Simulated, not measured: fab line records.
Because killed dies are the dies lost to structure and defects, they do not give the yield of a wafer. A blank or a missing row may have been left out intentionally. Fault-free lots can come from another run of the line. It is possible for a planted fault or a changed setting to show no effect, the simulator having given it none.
Split-lot study	flow sky130	23 wafers read across 5 lots, on a route 708 steps long

== ABOUT THE SPLIT ==
At SKY_GATE_OXIDE_IMPLANT_11, the setting doseCm2 was moved away from the recipe's 2.6e+12 on 11 of the 23 wafers read, by -6.8% to +7.3%. All remaining wafers had this setting at the recipe value.

== FROM THE SPLIT TO THE READING: what the file shows between them, 2 steps ==
- SKY_GATE_OXIDE_WET_ETCH_12: etches SiO2 in dHF, target depth 16.8 nm, time 336 s (also split here: timeS)
- SKY_GATE_OXIDE_STRIP_13: strips in O2/N2

== THE READING ==
GATE_OXIDE_TW, at SKY_GATE_OXIDE_TW_MEAS_14. A value of 223.6 with a standard deviation of 1.4 is what fault-free wafers of this fab line usually give.

wafer	tool, chamber at the split	doseCm2 as run	against the recipe	GATE_OXIDE_TW	against lot-mates on the recipe
L076.1	implanter-03, 0	2.6e+12	recipe	225.2	-
L076.2	implanter-03, 0	2.453e+12	-5.7%	220.4	-4.9
L076.4	implanter-03, 0	2.453e+12	-5.7%	221.6	-3.7
L076.5	implanter-03, 0	2.453e+12	-5.7%	221.4	-3.9
L076.6	implanter-03, 0	2.6e+12	recipe	225.4	-
L079.1	implanter-04, 0	2.435e+12	-6.3%	216.7	-4.7
L079.3	implanter-04, 0	2.6e+12	recipe	222.0	-
L079.4	implanter-04, 0	2.435e+12	-6.3%	217.1	-4.2
L079.5	implanter-04, 0	2.6e+12	recipe	220.7	-
L079.6	implanter-04, 0	2.435e+12	-6.3%	216.8	-4.5
L080.2	implanter-04, 0	2.6e+12	recipe	223.8	-
L080.3	implanter-04, 0	2.424e+12	-6.8%	220.2	-3.7
L080.4	implanter-04, 0	2.6e+12	recipe	224.1	-
L080.5	implanter-04, 0	2.424e+12	-6.8%	220.2	-3.7
L080.6	implanter-04, 0	2.6e+12	recipe	223.9	-
L084.3	implanter-03, 0	2.6e+12	recipe	223.6	-
L084.4	implanter-03, 0	2.6e+12	recipe	223.6	-
L084.6	implanter-03, 0	2.6e+12	recipe	222.2	-
L083.1	implanter-02, 0	2.791e+12	+7.3%	228.1	+4.7
L083.3	implanter-02, 0	2.6e+12	recipe	223.8	-
L083.4	implanter-02, 0	2.791e+12	+7.3%	226.9	+3.5
L083.5	implanter-02, 0	2.791e+12	+7.3%	227.0	+3.6
L083.6	implanter-02, 0	2.6e+12	recipe	222.9	-

THE FIT
A straight line over all 23 wafers: GATE_OXIDE_TW changes by +0.613 for each +1% of doseCm2; r = +0.88; the points scatter about the line by 1.5.
The same after taking each lot's own level away (the mean of its wafers on the recipe; 23 wafers): +0.614 for each +1%; r = +0.98; scatter 0.58.
Per that fit: largest doseCm2 move, reading shift of 4.5.
The lots' own levels span 221.35 to 225.30, that is 2.8 times the standard deviation above.
Consequently the slope shifts little with the lot-to-lot level, the two slopes agreeing.
Check: with one of the wafers moved furthest among these (+7.3%) left out of the fit, the line predicts +4.2 for it against its lot-mates. It came out at +4.75 against them.

== OTHER SPLITS APPLIED TO THESE WAFERS ==
Other splits were also applied to these wafers ahead of the reading. Each is held against what the fit with the lots' levels taken away leaves over:
other split on the same wafers	wafers away from the commonest value	r with GATE_OXIDE_TW (lot level and that fit taken away)
SKY_VT_ADJUST_PCH_SOFTBAKE_03 tempC	7	-0.07
SKY_SONOS_TUNNEL_COAT_02 resistThkNm	7	-0.13
SKY_SONOS_ONO_EXPOSE_10 doseMj	8	-0.12
SKY_SONOS_ONO_DEVELOP_12 developTimeS	10	-0.20
SKY_GATE_OXIDE_WET_ETCH_12 timeS	18	+0.14

== THE FILE'S OWN FIT ==
GATE_OXIDE_TW changes by +0.619 for each +1% of doseCm2, r = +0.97.
